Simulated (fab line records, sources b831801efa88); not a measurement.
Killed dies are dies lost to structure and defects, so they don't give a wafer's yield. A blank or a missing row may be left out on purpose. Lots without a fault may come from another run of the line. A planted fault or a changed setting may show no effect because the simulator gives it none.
One fault seen from 2 desks | flow gf180mcu | each desk has only its own numbers; what lay behind them comes last

THE METROLOGY DESK
What the gauges read, lot by lot, whatever tool the lot ran on: means of the sampled wafers that have a number. A lot is out of limits, marked OUT, if its mean lies more than 4 standard deviations from the usual mean; the brackets give that distance.
Columns: A = VT_IMPLANT_3_TW at GF_VT_IMPLANT_TW_MEAS_32, usual 271.8; B = LVPWELL_RS at GF_VT_IMPLANT_RS_MEAS_48, usual 1196.5 ohm/sq; C = POLY_GATE_OVL at GF_POLY_GATE_OVL_MEAS_11, usual -1 nm
lot  | first seen here | A     | B      | C
L681 | day 7 03:13     | 272.9 | 1195.3 | 0
L682 | day 7 10:07     | 273.3 | 1195.5 | 3
L683 | day 7 21:44     | 272.1 | 1195.2 | -6
L684 | day 8 02:08     | 271.8 | 1192.7 | 4
L688 | day 9 01:32     | 269.6 | 1198.5 | 2
L691 | day 9 22:14     | 271.7 | 1195.7 | -7
L694 | day 10 17:22    | 271.9 | 1195.7 | 0
L696 | day 11 08:38    | 270.5 | 1192.6 | 1
L698 | day 11 22:56    | 270.4 | 1199.7 | -8
L699 | day 12 02:06    | 274.4 | 1195.1 | 7
L700 | day 12 10:46    | 271.4 | 1200.5 | 4
L701 | day 12 18:14    | 270.2 | 1202.5 | 2
L702 | day 13 01:24    | 272.8 | 1195.3 | -1
L703 | day 13 08:35    | 269.7 | 1197.1 | -4
This desk's finding: nothing out of limits on any of the 14 lots.

THE TOOL OWNER'S DESK: litho_track-03
The tool's own readings at GF_DUAL_GATE_SOFTBAKE_07 (time 60 s): means of the sampled wafers that have a number, for each lot that ran on this tool. A lot is out of limits, marked OUT, if its mean lies more than 4 standard deviations from the usual mean; the brackets give that distance.
Columns: A = run_length_s at GF_DUAL_GATE_SOFTBAKE_07, usual 89.00 s
lot  | first seen here | A
L683 | day 9 01:39     | 89.06
L684 | day 9 06:17     | 88.99
L688 | day 10 06:47    | 93.14 (+34) OUT
L691 | day 11 04:03    | 93.02 (+33) OUT
L702 | day 14 11:09    | 89.02
This desk's finding: out of limits on L688, L691; first on L688, day 10 06:47 (run_length_s at GF_DUAL_GATE_SOFTBAKE_07). In limits: L683, L684, L702.

PUT TOGETHER
The tool owner's desk could have raised an alarm at day 10 06:47, on L688, L691.
The metrology desk saw nothing out of limits.
The metrology desk has L688, L691 on record, within its limits.
Of the lots named, all ran GF_DUAL_GATE_SOFTBAKE_07 on litho_track-03.

WHAT THE SIMULATOR HAD PUT IN
Process parameter drift: litho_track-03, from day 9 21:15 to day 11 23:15, at GF_DUAL_GATE_SOFTBAKE_07. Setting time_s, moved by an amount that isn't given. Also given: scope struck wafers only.
Lots struck among those shown: L688, L691.
Hours from the fault's start to each desk's first reading out of limits: the tool owner's desk, 10.
